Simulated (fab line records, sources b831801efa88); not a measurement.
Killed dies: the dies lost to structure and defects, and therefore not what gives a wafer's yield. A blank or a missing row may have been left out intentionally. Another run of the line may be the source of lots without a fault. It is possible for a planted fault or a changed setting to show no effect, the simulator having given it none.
2 desks looking at one fault | flow gf180mcu | every desk sees just its own numbers, and what lay behind them comes last

## AT THE TOOL OWNER'S DESK: plasma-asher-04
The tool's own readings at GF_V3_STRIP_18 (strips in O2/N2): means of the sampled wafers that have a number, for each lot that ran on this tool. If a lot's mean is further than 4 standard deviations from the usual mean, the lot is out of limits and carries the mark OUT (the distance appears in the brackets).
Columns: A = drypump-motor-current-A at GF_V3_STRIP_18, usual 5.98 A; B = heater-power-w at GF_V3_STRIP_18, usual 317 W; C = o2-flow-sccm at GF_V3_STRIP_18, usual 3000 sccm; D = oes-product-au at GF_V3_STRIP_18, usual 0.592 a.u.
lot  | first seen here | A    | B   | C    | D
L846 | day 25 02:14    | 6.12 | 298 | 3002 | 0.592
L847 | day 25 07:35    | 6.16 | 308 | 3000 | 0.588
L852 | day 27 00:54    | 6.16 | 306 | 3004 | 0.595
L853 | day 27 04:56    | 6.12 | 299 | 2996 | 0.592
L862 | day 29 20:27    | 6.11 | 301 | 2998 | 0.592
This desk found nothing out of limits on any of the 5 lots.

## METROLOGY DESK
Lot by lot, what the gauges showed, no matter which tool ran the lot: averages of those sampled wafers that carry a number. If a lot's mean is further than 4 standard deviations from the usual mean, the lot is out of limits and carries the mark OUT (the distance appears in the brackets).
Columns: A = V5_OVL at GF_V5_OVL_MEAS_15, usual 1 nm
lot  | first seen here | A
L839 | day 26 20:11    | 1
L840 | day 27 07:43    | 4
L844 | day 29 00:43    | 5
L845 | day 29 10:13    | -7
L846 | day 29 14:58    | 4
L847 | day 29 18:29    | 9
L852 | day 31 06:43    | 4
L853 | day 31 09:52    | -1
L856 | day 32 04:29    | 1
L858 | day 32 18:52    | -0
L859 | day 32 22:26    | 2
L860 | day 33 03:37    | -3
L862 | day 33 15:03    | 4
This desk found nothing out of limits on any of the 13 lots.

## BROUGHT TOGETHER
The tool owner's desk saw nothing out of limits.
Nothing out of limits was seen by the metrology desk.

## WHAT HAD BEEN PUT IN BY THE SIMULATOR
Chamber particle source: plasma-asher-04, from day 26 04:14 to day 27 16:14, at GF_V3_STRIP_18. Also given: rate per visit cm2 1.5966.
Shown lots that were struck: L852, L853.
